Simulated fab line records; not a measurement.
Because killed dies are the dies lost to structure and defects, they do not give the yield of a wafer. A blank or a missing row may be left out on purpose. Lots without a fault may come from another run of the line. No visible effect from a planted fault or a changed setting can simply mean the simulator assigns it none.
Which tool did it? ; flow sky130 ; Sampling: 12 lots, 36 wafers, 2 of 708 route steps

== WHAT THE GAUGES SHOWED, per wafer ==
SKY_VIA4_OVL_MEAS_11.
lot;measured;on;VIA4_OVL (nm)
L351;day 42 13:58;overlay-01;1.9 -0.1 0.0
L354;day 43 18:40;overlay-02;-0.1 1.4 0.7
L358;day 45 02:29;overlay-02;2.4 0.2 0.2
L359;day 45 08:21;overlay-02;1.3 -0.1 -1.1
L360;day 45 11:05;overlay-02;-3.4 -2.0 -1.6
L361;day 45 17:23;overlay-01;0.4 1.1 0.2
L362;day 45 22:10;overlay-02;-4.3 -1.7 -2.8
L367;day 47 04:19;overlay-01;-1.2 -2.2 -1.3
L368;day 47 10:28;overlay-01;-0.1 0.4 -1.9
L371;day 48 08:37;overlay-01;0.8 0.6 1.7
L373;day 48 11:25;overlay-01;-0.7 0.6 0.2
L374;day 48 14:13;overlay-01;-0.6 -0.5 -1.3

SKY_VIA4_THK_MEAS_20: measures by xrf.
lot;measured;on;VIA4_W_THK (nm)
L351;day 42 15:02;film_metro-01;518 520 525
L354;day 43 19:42;film_metro-03;519 523 524
L358;day 45 03:44;film_metro-02;520 525 522
L359;day 45 09:23;film_metro-02;521 522 520
L360;day 45 12:07;film_metro-01;528 530 529
L361;day 45 18:27;film_metro-03;524 527 525
L362;day 45 23:13;film_metro-03;524 528 527
L367;day 47 05:22;film_metro-02;535 522 521
L368;day 47 11:52;film_metro-02;531 538 540
L371;day 48 09:40;film_metro-02;531 530 531
L373;day 48 12:30;film_metro-03;541 531 538
L374;day 48 15:17;film_metro-03;538 526 529

== TOOL THAT RAN EACH LOT (tool first, then ch and the chambers of the sampled wafers, then the start) ==
The record holds no process step before these readings.

== WHAT THE TOOLS THEMSELVES READ (means of the sampled wafers that have a number; where no wafer has one, the mark that the record gives instead) ==
The record holds no such reading with a usual standard deviation.

== THE ANSWER, worked out from the rows above alone ==
Rule: the usual values come from the lots themselves. Put in order of their means at a reading, lots are off if they are a third of the lots or fewer, leave a main group of 4 or more, and stand apart from it by a gap of 3 or more times the standard deviation of the main group's means; of several such gaps the widest counts. If all means in a main group match to the digits the tables above print for the reading, that group is not used. A lot without any number at a reading at which 4 lots or more have one is off too. Where the step has rows for the other lots, those lots are counted as sound. Order of review: gauges by route order, followed by the tools' own readings, for which a lot's mean as printed above is used. At the first step where some lot is off, the reading lying furthest off is the one used; lots without a number count as furthest.
None of the lots is off at any reading shown; this tells nothing.

== WHAT THE SIMULATOR PUT IN ==
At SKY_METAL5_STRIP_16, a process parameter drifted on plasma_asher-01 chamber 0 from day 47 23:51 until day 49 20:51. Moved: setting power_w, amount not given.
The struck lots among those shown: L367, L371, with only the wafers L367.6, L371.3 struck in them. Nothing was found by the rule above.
